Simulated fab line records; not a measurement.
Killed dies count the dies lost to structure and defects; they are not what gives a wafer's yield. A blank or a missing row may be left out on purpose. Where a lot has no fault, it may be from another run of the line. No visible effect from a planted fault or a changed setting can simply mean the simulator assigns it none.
fab line records + flow sky130
record
- lots=13
- wafers=39
- lastDay=50
route steps=708 shown POLY_GATE@227 LDD_HVP@286 CONTACT@407
lots with no fault: from the same line, run without faults
startH: hours from the record's first day to the start of the lot's first wafer shown + waitH: how many hours have passed since the lot's step before this one + " repeats the value in the row above + L1.1+2: one row covering several wafers at once + - no value, or no start given + * or withheld: withheld + < > ~ a bound
route shown NAME@n: a module of which the file shows steps, and the number in the route of the first + usual: mean and standard deviation over wafers with no fault + same: alike in all rows + chamber/n: place in a boat + sites: readings site by site + _std_site: their standard deviation + _edge_site: the outer-site mean with the inner-site mean subtracted + radiusMm: for every site, how far away it sits from the centre of the wafer + mask NAME#n: copy n + behind: the most recent tool/chamber to have shaped the wafer + hold: why the lot was held/for how many hours/how that ended + device: which transistor (n, p or np) failed to switch + end of line: at the end of the route, the tests of the same wafers + a step given without rows: its recipe and nothing more + killed: the dies lost at the first sort to structure and to defects; this is not the yield of the wafer + map: the dies of a wafer, with x for killed, . for not killed, _ for no die there
set.NAME: the setting the step ran with; set.NAME@STEP: the setting that earlier step ran with + model.NAME: the simulator's own value behind a step, which no gauge read
the route's steps for a sample of lots (tables are steps, rows are wafers)
services: the hour from which a tool's chamber was out of use, counted from the record's first day as startH (under 0 if before that day), plus the number of hours and why
## steps
# step SKY_POLY_GATE_CD_MEAS_13
# recipe
- targetCdNm=150
# usual
- cdNm=150.4/1.2
| lot.wafer | tool     | chamber | startH | waitH | cdNm  |
|-----------|----------|---------|--------|-------|-------|
| L249.1    | cdSem-01 | -       | 375.85 | -     | 153.2 |
| L249.2    | "        | -       | "      | "     | 152.7 |
| L249.3    | "        | -       | "      | "     | 152.8 |
| L250.1    | cdSem-01 | -       | 384.86 | -     | 150.0 |
| L250.5    | "        | -       | "      | "     | 150.4 |
| L250.6    | "        | -       | "      | "     | 149.0 |
| L252.3    | cdSem-01 | -       | 405.90 | -     | 151.2 |
| L252.5    | "        | -       | "      | "     | 149.8 |
| L252.6    | "        | -       | "      | "     | 149.5 |
| L255.2    | cdSem-02 | -       | 435.92 | -     | 149.5 |
| L255.4    | "        | -       | "      | "     | 149.9 |
| L255.5    | "        | -       | "      | "     | 150.4 |
| L254.2    | cdSem-01 | -       | 437.38 | -     | 151.3 |
| L254.3    | "        | -       | "      | "     | 152.1 |
| L254.4    | "        | -       | "      | "     | 151.9 |
| L256.1    | cdSem-02 | -       | 442.46 | -     | 148.9 |
| L256.2    | "        | -       | "      | "     | 149.7 |
| L256.4    | "        | -       | "      | "     | 149.8 |
| L260.1    | cdSem-01 | -       | 489.95 | -     | 151.2 |
| L260.3    | "        | -       | "      | "     | 149.9 |
| L260.5    | "        | -       | "      | "     | 150.7 |
| L261.1    | cdSem-01 | -       | 495.66 | -     | 150.2 |
| L261.2    | "        | -       | "      | "     | 150.1 |
| L261.4    | "        | -       | "      | "     | 149.5 |
| L262.2    | cdSem-01 | -       | 497.37 | -     | 150.5 |
| L262.3    | "        | -       | "      | "     | 150.8 |
| L262.5    | "        | -       | "      | "     | 151.3 |
| L264.1    | cdSem-02 | -       | 508.15 | -     | 150.1 |
| L264.2    | "        | -       | "      | "     | 149.0 |
| L264.5    | "        | -       | "      | "     | 148.3 |
| L267.1    | cdSem-02 | -       | 549.55 | -     | 151.9 |
| L267.4    | "        | -       | "      | "     | 151.4 |
| L267.5    | "        | -       | "      | "     | 151.1 |
| L269.1    | cdSem-01 | -       | 558.90 | -     | 149.5 |
| L269.2    | "        | -       | "      | "     | 149.5 |
| L269.3    | "        | -       | "      | "     | 149.3 |
| L270.2    | cdSem-02 | -       | 564.97 | -     | 152.4 |
| L270.3    | "        | -       | "      | "     | 151.9 |
| L270.4    | "        | -       | "      | "     | 152.0 |
# step SKY_POLY_GATE_CD_MEAS_22
# usual
- cdNm=150.1/1.8
| lot.wafer | tool     | chamber | startH | waitH | cdNm  |
|-----------|----------|---------|--------|-------|-------|
| L249.1    | cdSem-01 | -       | 377.94 | 0.1   | 153.2 |
| L249.2    | "        | -       | "      | "     | 152.3 |
| L249.3    | "        | -       | "      | "     | 152.2 |
| L250.1    | cdSem-01 | -       | 388.27 | 0.1   | 148.2 |
| L250.5    | "        | -       | "      | "     | 150.4 |
| L250.6    | "        | -       | "      | "     | 147.7 |
| L252.3    | cdSem-01 | -       | 408.21 | 0.1   | 150.7 |
| L252.5    | "        | -       | "      | "     | 150.0 |
| L252.6    | "        | -       | "      | "     | 149.5 |
| L255.2    | cdSem-02 | -       | 438.70 | 0.1   | 149.9 |
| L255.4    | "        | -       | "      | "     | 148.5 |
| L255.5    | "        | -       | "      | "     | 150.4 |
| L254.2    | cdSem-02 | -       | 439.88 | 0.1   | 148.9 |
| L254.3    | "        | -       | "      | "     | 151.1 |
| L254.4    | "        | -       | "      | "     | 150.4 |
| L256.1    | cdSem-01 | -       | 444.55 | 0.1   | 147.6 |
| L256.2    | "        | -       | "      | "     | 150.5 |
| L256.4    | "        | -       | "      | "     | 149.5 |
| L260.1    | cdSem-01 | -       | 493.45 | 0.1   | 150.4 |
| L260.3    | "        | -       | "      | "     | 147.5 |
| L260.5    | "        | -       | "      | "     | 150.0 |
| L261.1    | cdSem-02 | -       | 497.51 | 0.1   | 149.9 |
| L261.2    | "        | -       | "      | "     | 150.2 |
| L261.4    | "        | -       | "      | "     | 148.3 |
| L262.2    | cdSem-01 | -       | 499.23 | 0.1   | 151.1 |
| L262.3    | "        | -       | "      | "     | 151.7 |
| L262.5    | "        | -       | "      | "     | 151.4 |
| L264.1    | cdSem-02 | -       | 510.00 | 0.1   | 149.6 |
| L264.2    | "        | -       | "      | "     | 148.1 |
| L264.5    | "        | -       | "      | "     | 147.3 |
| L267.1    | cdSem-02 | -       | 551.41 | 0.1   | 152.4 |
| L267.4    | "        | -       | "      | "     | 150.6 |
| L267.5    | "        | -       | "      | "     | 152.1 |
| L269.1    | cdSem-01 | -       | 560.76 | 0.1   | 150.2 |
| L269.2    | "        | -       | "      | "     | 149.7 |
| L269.3    | "        | -       | "      | "     | 150.2 |
| L270.2    | cdSem-02 | -       | 566.84 | 0.1   | 153.1 |
| L270.3    | "        | -       | "      | "     | 151.7 |
| L270.4    | "        | -       | "      | "     | 152.6 |
# step SKY_LDD_HVP_IMPLANT_08
# recipe
- species=B
- energyKev=20
- doseCm2=1.7e+13
- tiltDeg=17.9
# usual
- doseIonsCm2=1.7002e+13/1.7e+10
- tiltDeg=17.898/0.02
| lot.wafer | tool         | chamber | startH | waitH | doseIonsCm2 | tiltDeg |
|-----------|--------------|---------|--------|-------|-------------|---------|
| L249.1    | implanter-04 | 0       | 499.19 | 0.0   | 1.7019e+13  | 17.909  |
| L249.2    | "            | 0       | "      | "     | 1.7027e+13  | 17.898  |
| L249.3    | "            | 0       | "      | "     | 1.7032e+13  | 17.893  |
| L250.1    | implanter-02 | 0       | 512.19 | 0.0   | 1.7006e+13  | 17.915  |
| L250.5    | "            | 0       | "      | "     | 1.702e+13   | 17.873  |
| L250.6    | "            | 0       | "      | "     | 1.7014e+13  | 17.935  |
| L252.3    | implanter-02 | 0       | 531.34 | 0.1   | 1.6996e+13  | 17.887  |
| L252.5    | "            | 0       | "      | "     | 1.6988e+13  | 17.892  |
| L252.6    | "            | 0       | "      | "     | 1.7004e+13  | 17.893  |
| L255.2    | implanter-04 | 0       | 562.02 | 0.0   | 1.6985e+13  | 17.877  |
| L255.4    | "            | 0       | "      | "     | 1.6993e+13  | 17.855  |
| L255.5    | "            | 0       | "      | "     | 1.6953e+13  | 17.861  |
| L254.2    | implanter-02 | 0       | 563.21 | 0.0   | 1.7002e+13  | 17.866  |
| L254.3    | "            | 0       | "      | "     | 1.7022e+13  | 17.909  |
| L254.4    | "            | 0       | "      | "     | 1.7037e+13  | 17.896  |
| L256.1    | implanter-04 | 0       | 566.89 | 0.0   | 1.6997e+13  | 17.925  |
| L256.2    | "            | 0       | "      | "     | 1.6986e+13  | 17.874  |
| L256.4    | "            | 0       | "      | "     | 1.7018e+13  | 17.901  |
| L260.1    | implanter-02 | 0       | 614.94 | 0.0   | 1.6984e+13  | 17.888  |
| L260.3    | "            | 0       | "      | "     | 1.6985e+13  | 17.888  |
| L260.5    | "            | 0       | "      | "     | 1.7018e+13  | 17.898  |
| L261.1    | implanter-04 | 0       | 618.80 | 0.1   | 1.7952e+13  | 17.904  |
| L261.2    | "            | 0       | "      | "     | 1.7958e+13  | 17.870  |
| L261.4    | "            | 0       | "      | "     | 1.7954e+13  | 17.889  |
| L262.2    | implanter-04 | 0       | 618.98 | 0.2   | 1.7939e+13  | 17.893  |
| L262.3    | "            | 0       | "      | "     | 1.7932e+13  | 17.908  |
| L262.5    | "            | 0       | "      | "     | 1.7903e+13  | 17.889  |
| L264.1    | implanter-02 | 0       | 629.59 | 0.0   | 1.6996e+13  | 17.918  |
| L264.2    | "            | 0       | "      | "     | 1.7022e+13  | 17.899  |
| L264.5    | "            | 0       | "      | "     | 1.6998e+13  | 17.912  |
| L267.1    | implanter-02 | 0       | 668.89 | 0.0   | 1.6998e+13  | 17.922  |
| L267.4    | "            | 0       | "      | "     | 1.6967e+13  | 17.920  |
| L267.5    | "            | 0       | "      | "     | 1.6968e+13  | 17.926  |
| L269.1    | implanter-01 | 0       | 677.79 | 0.0   | 1.6987e+13  | 17.881  |
| L269.2    | "            | 0       | "      | "     | 1.7e+13     | 17.919  |
| L269.3    | "            | 0       | "      | "     | 1.699e+13   | 17.876  |
| L270.2    | implanter-01 | 0       | 683.91 | 0.0   | 1.7022e+13  | 17.890  |
| L270.3    | "            | 0       | "      | "     | 1.701e+13   | 17.905  |
| L270.4    | "            | 0       | "      | "     | 1.701e+13   | 17.913  |
# step SKY_LDD_HVP_TW_MEAS_10
# usual
- LDD_HVP_TW=457.1/2.3
| lot.wafer | tool         | chamber | startH | waitH | LDD_HVP_TW |
|-----------|--------------|---------|--------|-------|------------|
| L249.1    | filmMetro-02 | -       | 499.44 | 0.1   | 456.9      |
| L249.2    | "            | -       | "      | "     | 456.9      |
| L249.3    | "            | -       | "      | "     | 454.9      |
| L250.1    | filmMetro-03 | -       | 512.44 | 0.1   | 454.8      |
| L250.5    | "            | -       | "      | "     | 457.6      |
| L250.6    | "            | -       | "      | "     | 456.6      |
| L252.3    | filmMetro-02 | -       | 531.56 | 0.1   | 457.9      |
| L252.5    | "            | -       | "      | "     | 460.1      |
| L252.6    | "            | -       | "      | "     | 458.9      |
| L255.2    | filmMetro-01 | -       | 562.25 | 0.1   | 458.0      |
| L255.4    | "            | -       | "      | "     | 457.9      |
| L255.5    | "            | -       | "      | "     | 458.5      |
| L254.2    | filmMetro-02 | -       | 563.45 | 0.1   | 456.3      |
| L254.3    | "            | -       | "      | "     | 457.1      |
| L254.4    | "            | -       | "      | "     | 454.0      |
| L256.1    | filmMetro-02 | -       | 567.14 | 0.1   | 453.1      |
| L256.2    | "            | -       | "      | "     | 456.0      |
| L256.4    | "            | -       | "      | "     | 453.9      |
| L260.1    | filmMetro-01 | -       | 615.19 | 0.1   | 455.8      |
| L260.3    | "            | -       | "      | "     | 457.5      |
| L260.5    | "            | -       | "      | "     | 457.8      |
| L261.1    | filmMetro-03 | -       | 619.05 | 0.1   | 460.0      |
| L261.2    | "            | -       | "      | "     | 460.5      |
| L261.4    | "            | -       | "      | "     | 460.2      |
| L262.2    | filmMetro-01 | -       | 619.21 | 0.1   | 467.3      |
| L262.3    | "            | -       | "      | "     | 464.8      |
| L262.5    | "            | -       | "      | "     | 467.7      |
| L264.1    | filmMetro-01 | -       | 629.84 | 0.1   | 459.3      |
| L264.2    | "            | -       | "      | "     | 459.9      |
| L264.5    | "            | -       | "      | "     | 460.7      |
| L267.1    | filmMetro-03 | -       | 669.14 | 0.1   | 456.2      |
| L267.4    | "            | -       | "      | "     | 455.9      |
| L267.5    | "            | -       | "      | "     | 452.8      |
| L269.1    | filmMetro-02 | -       | 678.04 | 0.1   | 457.0      |
| L269.2    | "            | -       | "      | "     | 458.9      |
| L269.3    | "            | -       | "      | "     | 456.0      |
| L270.2    | filmMetro-03 | -       | 684.15 | 0.1   | 458.9      |
| L270.3    | "            | -       | "      | "     | 454.7      |
| L270.4    | "            | -       | "      | "     | 458.2      |
# step SKY_CONTACT_THK_MEAS_01
# recipe
- reads=Si3N4_of_CONTACT_CVD_00
# usual
- CONTACT_CVD_00_THK=74.8/0.92
| lot.wafer | tool         | chamber | startH | waitH | CONTACT_CVD_00_THK[nm] |
|-----------|--------------|---------|--------|-------|------------------------|
| L249.1    | filmMetro-03 | -       | 710.38 | -     | 73.5                   |
| L249.2    | "            | -       | "      | "     | 73.9                   |
| L249.3    | "            | -       | "      | "     | 74.6                   |
| L250.1    | filmMetro-03 | -       | 721.90 | -     | 75.7                   |
| L250.5    | "            | -       | "      | "     | 75.9                   |
| L250.6    | "            | -       | "      | "     | 76.9                   |
| L252.3    | filmMetro-02 | -       | 741.77 | -     | 74.6                   |
| L252.5    | "            | -       | "      | "     | 76.0                   |
| L252.6    | "            | -       | "      | "     | 75.2                   |
| L255.2    | filmMetro-02 | -       | 766.52 | -     | 73.1                   |
| L255.4    | "            | -       | "      | "     | 74.7                   |
| L255.5    | "            | -       | "      | "     | 74.8                   |
| L254.2    | filmMetro-02 | -       | 767.74 | -     | 74.3                   |
| L254.3    | "            | -       | "      | "     | 75.0                   |
| L254.4    | "            | -       | "      | "     | 76.0                   |
| L256.1    | filmMetro-02 | -       | 771.46 | -     | 73.7                   |
| L256.2    | "            | -       | "      | "     | 73.2                   |
| L256.4    | "            | -       | "      | "     | 75.3                   |
| L260.1    | filmMetro-04 | -       | 816.70 | -     | 74.3                   |
| L260.3    | "            | -       | "      | "     | 74.4                   |
| L260.5    | "            | -       | "      | "     | 75.2                   |
| L261.1    | filmMetro-02 | -       | 818.55 | -     | 73.0                   |
| L261.2    | "            | -       | "      | "     | 73.8                   |
| L261.4    | "            | -       | "      | "     | 76.1                   |
| L262.2    | filmMetro-03 | -       | 818.67 | -     | 73.4                   |
| L262.3    | "            | -       | "      | "     | 75.3                   |
| L262.5    | "            | -       | "      | "     | 75.4                   |
| L264.1    | filmMetro-04 | -       | 828.36 | -     | 73.4                   |
| L264.2    | "            | -       | "      | "     | 74.1                   |
| L264.5    | "            | -       | "      | "     | 75.6                   |
| L267.1    | filmMetro-02 | -       | 866.80 | -     | 75.1                   |
| L267.4    | "            | -       | "      | "     | 75.3                   |
| L267.5    | "            | -       | "      | "     | 76.3                   |
| L269.1    | filmMetro-02 | -       | 872.85 | -     | 75.1                   |
| L269.2    | "            | -       | "      | "     | 74.7                   |
| L269.3    | "            | -       | "      | "     | 73.7                   |
| L270.2    | filmMetro-04 | -       | 880.90 | -     | 74.4                   |
| L270.3    | "            | -       | "      | "     | 74.7                   |
| L270.4    | "            | -       | "      | "     | 75.6                   |
## services
| tool         | chamber | startH | hours | kind   |
|--------------|---------|--------|-------|--------|
| implanter-01 | -       | 540.34 | 5.5   | pm     |
| implanter-01 | -       | 551.15 | 106.0 | repair |
| implanter-04 | -       | 552.04 | 3.9   | repair |
| implanter-04 | -       | 603.66 | 3.4   | pm     |
| implanter-02 | -       | 616.72 | 3.9   | pm     |
| implanter-02 | -       | 631.39 | 1.4   | repair |
| implanter-01 | -       | 657.15 | 3.9   | pm     |
| implanter-02 | -       | 658.15 | 3.5   | repair |
| implanter-01 | -       | 682.44 | 0.5   | repair |
## key
firstSign
- step=SKY_LDD_HVP_IMPLANT_08
- reading=doseIonsCm2
- direction=up
- sigmas=55
- usual=*
- struck=*
effect
- step=SKY_LDD_HVP_TW_MEAS_10
- reading=LDD_HVP_TW
- direction=up
- sigmas=2.8
- usual=457.1
- struck=463.4
metAt SKY_LDD_HVP_IMPLANT_08
struckLots L261,L262
testerLeftOut L261,L262
notActingAt SKY_POLY_GATE_CD_MEAS_13,SKY_POLY_GATE_CD_MEAS_22,SKY_CONTACT_THK_MEAS_01
fault
- kind=processParameterDrift
- tool=implanter-04
- chamber=-
- onsetH=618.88
- steps=SKY_LDD_HVP_IMPLANT_08
- channel=doseCm2
- offset=*
- shape=step
- endH=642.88
- actsIn=*
- stated=*
# testerLeftOut: of these lots the tester's yield and bins aren't shown, on N5 and GAA mostly nor the transistor test; their killed dies are dies lost to structure and defects alone, not to doping, threshold or leakage, so they don't give the yield
